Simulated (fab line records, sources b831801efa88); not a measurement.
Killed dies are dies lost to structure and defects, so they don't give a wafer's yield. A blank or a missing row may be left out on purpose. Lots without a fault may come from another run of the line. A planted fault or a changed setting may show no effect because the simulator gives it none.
Which tool did it? | flow gf180mcu | 13 lots, 39 wafers sampled, at 5 steps of a route of 602

WHAT THE GAUGES READ, wafer by wafer
GF_V2_RS_MEAS_24: measures by four-point-probe.
lot  | measured     | on            | V2_W_RS (ohm/sq)
L245 | day 20 15:58 | film_metro-03 | 0.332 0.333 0.331
L247 | day 21 07:22 | film_metro-01 | 0.329 0.330 0.328
L248 | day 22 02:19 | film_metro-03 | 0.326 0.321 0.327
L249 | day 22 02:56 | film_metro-01 | 0.324 0.326 0.331
L250 | day 22 13:40 | film_metro-01 | 0.327 0.331 0.330
L252 | day 23 06:42 | film_metro-01 | 0.330 0.328 0.329
L259 | day 26 04:01 | film_metro-03 | 0.329 0.328 0.325
L260 | day 26 06:23 | film_metro-01 | 0.328 0.326 0.324
L261 | day 26 19:58 | film_metro-04 | 0.331 0.334 0.332
L262 | day 26 20:25 | film_metro-01 | 0.331 0.327 0.328
L263 | day 27 09:38 | film_metro-04 | 0.333 0.330 0.332
L264 | day 27 11:59 | film_metro-03 | 0.330 0.327 0.330
L267 | day 28 08:20 | film_metro-01 | 0.332 0.332 0.331

GF_MIM_THK_MEAS_06.
lot  | measured     | on            | MIM_CVD_05_THK (nm)
L245 | day 24 18:40 | film_metro-02 | 41.7 42.8 42.1
L247 | day 25 09:19 | film_metro-02 | 41.8 42.6 41.8
L248 | day 26 01:25 | film_metro-04 | 41.5 40.8 41.7
L249 | day 26 01:50 | film_metro-04 | 41.2 42.7 42.3
L250 | day 26 10:26 | film_metro-03 | 41.4 42.0 42.1
L252 | day 27 03:16 | film_metro-04 | 40.5 41.2 41.2
L259 | day 29 19:20 | film_metro-02 | 41.8 41.8 42.7
L260 | day 29 21:18 | film_metro-02 | 41.3 42.2 42.2
L261 | day 30 08:12 | film_metro-02 | 42.0 42.3 42.6
L262 | day 30 11:00 | film_metro-02 | 41.4 41.7 42.1
L263 | day 30 20:14 | film_metro-04 | 41.5 41.3 41.4
L264 | day 30 21:46 | film_metro-03 | 40.9 41.6 41.1
L267 | day 31 15:43 | film_metro-03 | 41.8 41.9 41.8

WHICH TOOL RAN EACH LOT (tool, then ch and the chambers of the sampled wafers, then the start)
lot  | GF_V3_CMP_26                  | GF_V4_CMP_04                  | GF_V4_ETCH_17
L245 | cmp-02 ch 0,1, day 22 17:51   | cmp-02 ch 0,2, day 23 18:19   | rie_diel-04 ch 0,1,3, day 24 18:40 or earlier
L247 | cmp-01 ch 1,2, day 23 09:08   | cmp-02 ch 0,3, day 24 09:43   | rie_diel-04 ch 0,1,3, day 25 09:19 or earlier
L248 | cmp-01 ch 1,2,3, day 24 02:08 | cmp-01 ch 1,2,3, day 25 01:58 | rie_diel-04 ch 0,1, day 26 01:25 or earlier
L249 | cmp-02 ch 0,1, day 24 02:52   | cmp-02 ch 0,2,3, day 25 02:22 | rie_diel-02 ch 1,2, day 26 01:50 or earlier
L250 | cmp-01 ch 2,3, day 24 12:52   | cmp-02 ch 0,2, day 25 11:54   | rie_diel-04 ch 0,1,2, day 26 10:26 or earlier
L252 | cmp-02 ch 0,1, day 25 06:30   | cmp-02 ch 2,3, day 26 05:13   | rie_diel-02 ch 0,3, day 27 03:16 or earlier
L259 | cmp-02 ch 0,1,3, day 28 00:23 | cmp-02 ch 0,2,3, day 28 21:32 | rie_diel-01 ch 1,2,3, day 29 19:20 or earlier
L260 | cmp-02 ch 0,1,3, day 28 02:19 | cmp-02 ch 0,1,3, day 28 23:50 | rie_diel-01 ch 0,1,2, day 29 21:18 or earlier
L261 | cmp-01 ch 0,1,3, day 28 15:09 | cmp-02 ch 0,2,3, day 29 11:07 | rie_diel-02 ch 0,1,3, day 30 08:12 or earlier
L262 | cmp-01 ch 0,1,2, day 28 16:58 | cmp-02 ch 0,1,3, day 29 13:35 | rie_diel-04 ch 0,1,2, day 30 11:00 or earlier
L263 | cmp-01 ch 2,3, day 29 03:32   | cmp-01 ch 0,2,3, day 30 00:20 | rie_diel-01 ch 2,3, day 30 20:14 or earlier
L264 | cmp-02 ch 1,3, day 29 06:04   | cmp-02 ch 0,1, day 30 02:01   | rie_diel-04 ch 1,2, day 30 21:46 or earlier
L267 | cmp-01 ch 0,1,2, day 30 01:25 | cmp-02 ch 0,1,2, day 30 20:07 | rie_diel-04 ch 0,2,3, day 31 15:43 or earlier
- GF_V3_CMP_26: polishes, stops on SiO2, t overpolish 15 s, target thk 0 nm.
- GF_V4_CMP_04: polishes SiO2.
- GF_V4_ETCH_17: etches SiO2 in C4F8/O2/Ar, stops on TiN, target depth 630 nm.

WHAT THE TOOLS THEMSELVES READ (means of the sampled wafers that have a number; where no wafer has one, the mark that the record gives instead)
GF_V3_CMP_26.
lot  | tool   | motor_current_A (A) | overpolish_run_s (s) | platen_rpm (rpm) | time_to_endpoint_s (s)
L245 | cmp-02 | 11.3                | 15.000               | 59.98            | 81
L247 | cmp-01 | 10.6                | 15.002               | 60.01            | 84
L248 | cmp-01 | 10.2                | 15.006               | 59.99            | 85
L249 | cmp-02 | 11.1                | 14.993               | 59.98            | 82
L250 | cmp-01 | 9.8                 | 14.995               | 59.98            | 84
L252 | cmp-02 | 10.9                | 14.987               | 59.98            | 82
L259 | cmp-02 | 12.0                | 14.997               | 60.00            | 77
L260 | cmp-02 | 12.3                | 15.002               | 60.01            | 79
L261 | cmp-01 | 10.5                | 15.005               | 60.03            | 82
L262 | cmp-01 | 11.0                | 14.993               | 60.02            | 85
L263 | cmp-01 | 10.2                | 15.009               | 59.98            | 86
L264 | cmp-02 | 13.5                | 15.005               | 60.05            | 86
L267 | cmp-01 | 11.0                | 14.998               | 60.02            | 85

GF_V4_CMP_04.
lot  | tool   | motor_current_A (A) | platen_rpm (rpm) | time_to_endpoint_s (s)
L245 | cmp-02 | 12.0                | 59.94            | 75
L247 | cmp-02 | 14.0                | 60.02            | 79
L248 | cmp-01 | 11.2                | 59.96            | 72
L249 | cmp-02 | 13.1                | 59.99            | 73
L250 | cmp-02 | 12.1                | 59.99            | 49
L252 | cmp-02 | 14.9                | 59.98            | 35
L259 | cmp-02 | 13.3                | 60.02            | 79
L260 | cmp-02 | 13.2                | 59.99            | 76
L261 | cmp-02 | 13.1                | 59.97            | 84
L262 | cmp-02 | 13.3                | 60.00            | 76
L263 | cmp-01 | 11.0                | 60.02            | 81
L264 | cmp-02 | 11.7                | 59.97            | 90
L267 | cmp-02 | 12.0                | 59.97            | 75

GF_V4_ETCH_17.
lot  | tool        | oes_product_au (a.u.)
L245 | rie_diel-04 | 0.858
L247 | rie_diel-04 | 0.855
L248 | rie_diel-04 | 0.854
L249 | rie_diel-02 | 0.853
L250 | rie_diel-04 | 0.890
L252 | rie_diel-02 | 0.930
L259 | rie_diel-01 | 0.856
L260 | rie_diel-01 | 0.854
L261 | rie_diel-02 | 0.855
L262 | rie_diel-04 | 0.852
L263 | rie_diel-01 | 0.856
L264 | rie_diel-04 | 0.853
L267 | rie_diel-04 | 0.852

THE ANSWER, worked out from the rows above alone
Rule: what is usual is taken from the lots themselves. Put in order of their means at a reading, lots are off if they are a third of the lots or fewer, leave a main group of 4 or more, and stand apart from it by a gap of 3 or more times the standard deviation of the main group's means; of several such gaps the widest counts. A main group whose means are all the same, to the digits that the tables above print for the reading, isn't used. A lot without any number at a reading at which 4 lots or more have one is off too. The other lots that the step has rows for count as sound. The gauges are gone through in route order, then the tools' own readings, and for those a lot's mean is taken as printed above. The first step at which some lot is off is used, and at that step the reading that is off furthest; a lot without a number counts as furthest.
Off: L250, L252, at GF_V4_CMP_04 (time_to_endpoint_s). The main group: mean 78 s, standard deviation 5.
A tool fits if, at that step or a process step before it, it ran every lot that is off, and no sound lot after the first of them. None of those tried fits.

WHAT THE SIMULATOR HAD PUT IN
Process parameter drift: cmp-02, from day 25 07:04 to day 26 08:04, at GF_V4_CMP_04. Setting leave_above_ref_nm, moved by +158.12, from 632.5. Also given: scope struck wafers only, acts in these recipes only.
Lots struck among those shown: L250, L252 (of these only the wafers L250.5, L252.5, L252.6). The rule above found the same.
